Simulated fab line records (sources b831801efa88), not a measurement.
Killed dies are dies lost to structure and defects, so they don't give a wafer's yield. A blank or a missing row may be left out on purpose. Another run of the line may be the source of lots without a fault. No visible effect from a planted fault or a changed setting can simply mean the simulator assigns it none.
Which tool was responsible? :: flow sky130 :: 12 lots (36 wafers sampled), 1 step of a 708-step route

## WHAT THE GAUGES READ, wafer by wafer
SKY_VIA1_OVL_MEAS_13.
lot: L075
measured: day 34 03:04
on: overlay-02
VIA1_OVL (nm): 1 0 -7

lot: L077
measured: day 35 09:49
on: overlay-02
VIA1_OVL (nm): -20 -10 -16

lot: L080
measured: day 35 17:17
on: overlay-01
VIA1_OVL (nm): -8 -10 -9

lot: L081
measured: day 36 02:56
on: overlay-01
VIA1_OVL (nm): -2 -1 2

lot: L084
measured: day 37 05:00
on: overlay-01
VIA1_OVL (nm): -4 -9 -6

lot: L085
measured: day 37 18:20
on: overlay-01
VIA1_OVL (nm): -4 2 -6

lot: L087
measured: day 38 06:13
on: overlay-01
VIA1_OVL (nm): -6 -2 -4

lot: L089
measured: day 38 16:51
on: overlay-02
VIA1_OVL (nm): 3 -3 -2

lot: L091
measured: day 39 09:20
on: overlay-01
VIA1_OVL (nm): 2 -1 -4

lot: L094
measured: day 40 01:35
on: overlay-02
VIA1_OVL (nm): -2 -8 -6

lot: L093
measured: day 40 08:40
on: overlay-02
VIA1_OVL (nm): -6 -3 -2

lot: L097
measured: day 40 22:05
on: overlay-01
VIA1_OVL (nm): 5 0 -4

## EACH LOT AND THE TOOL THAT RAN IT (in order: tool; ch and the chambers of the sampled wafers; start)
The record shows no process step preceding these readings.

## THE ANSWER, worked out from the rows above alone
Rule: the lots themselves supply what counts as usual. The widest of any qualifying gaps counts: lots, ordered by their means at a reading, are off when they make up no more than a third of the lots, leave a main group of 4 or more, and stand apart from it by 3 or more times the standard deviation of that group's means. If all means in a main group match to the digits the tables above print for the reading, that group is not used. Also off: a lot with no number at a reading for which 4 or more lots have one. Where the step has rows for the other lots, those lots are counted as sound.
Nothing can be told from this: no lot is off at any reading shown.

## WHAT HAD BEEN PUT IN BY THE SIMULATOR
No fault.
